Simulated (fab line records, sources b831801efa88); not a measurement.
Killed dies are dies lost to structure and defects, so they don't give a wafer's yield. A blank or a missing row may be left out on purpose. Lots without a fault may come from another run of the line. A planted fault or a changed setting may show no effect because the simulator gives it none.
Chamber matching | flow gf180mcu | GF_V3_ETCH_17 on rie_diel-03: 4 sister chambers
The step etches SiO2 in C4F8/O2/Ar, stops on TiN, target depth 635 nm. 14 wafers are shown with their chamber, then 7 later ones without.

WAFERS WITH THEIR CHAMBER
wafer  | chamber | oes_product_au (a.u.) | bias_w (W)
L878.1 | 0       | 0.854                 | 1208
L878.3 | 2       | 0.858                 | 1196
L878.5 | 3       | 0.854                 | 1194
L882.2 | 0       | 0.860                 | 1200
L882.3 | 3       | 0.854                 | 1199
L882.6 | 3       | 0.848                 | 1197
L883.1 | 0       | 0.860                 | 1200
L883.3 | 2       | 0.861                 | 1205
L883.5 | 1       | 0.854                 | 1205
L884.1 | 0       | 0.851                 | 1201
L884.3 | 1       | 0.861                 | 1202
L884.5 | 1       | 0.855                 | 1207
L888.1 | 0       | 0.858                 | 1201
L888.5 | 1       | 0.853                 | 1198

SIGNATURES (means of the wafers above)
reading        | chamber 0 | chamber 1 | chamber 2 | chamber 3 | scatter within a chamber
oes_product_au | 0.85660   | 0.85575   | 0.85950   | 0.85200   | 0.00361
bias_w         | 1202.00   | 1203.00   | 1200.50   | 1196.67   | 3.81
Rule: a wafer's distance from a chamber is the root of the sum, over the readings, of the square of ((its reading less the chamber's mean) divided by the reading's scatter). The wafer belongs to the nearest chamber; if the next one is less than 2 further off, it can't be placed. The scatter: the root of (the sum of the squares of (reading less its chamber's mean) over the shown wafers, divided by (wafers less chambers)).

WAFERS WITHOUT THEIR CHAMBER
wafer  | oes_product_au (a.u.) | bias_w (W)
L888.6 | 0.855                 | 1195
L893.3 | 0.862                 | 1198
L893.5 | 0.856                 | 1199
L893.6 | 0.849                 | 1200
L895.1 | 0.858                 | 1206
L895.3 | 0.849                 | 1202
L895.4 | 0.855                 | 1202

WHICH CHAMBER EACH WENT THROUGH
wafer  | from the rows above               | in truth
L888.6 | can't be placed: 3 or 0 or 2 or 1 | 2
L893.3 | can't be placed: 2 or 0 or 1 or 3 | 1
L893.5 | can't be placed: 0 or 2 or 1 or 3 | 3
L893.6 | can't be placed: 3 or 1 or 0 or 2 | 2
L895.1 | can't be placed: 1 or 0 or 2 or 3 | 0
L895.3 | can't be placed: 3 or 1 or 0 or 2 | 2
L895.4 | can't be placed: 1 or 0 or 2 or 3 | 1
Placed correctly: 0 of 7. Can't be placed from these rows: 7 (the true chamber is among the candidates in 7). Placed wrongly: 0.
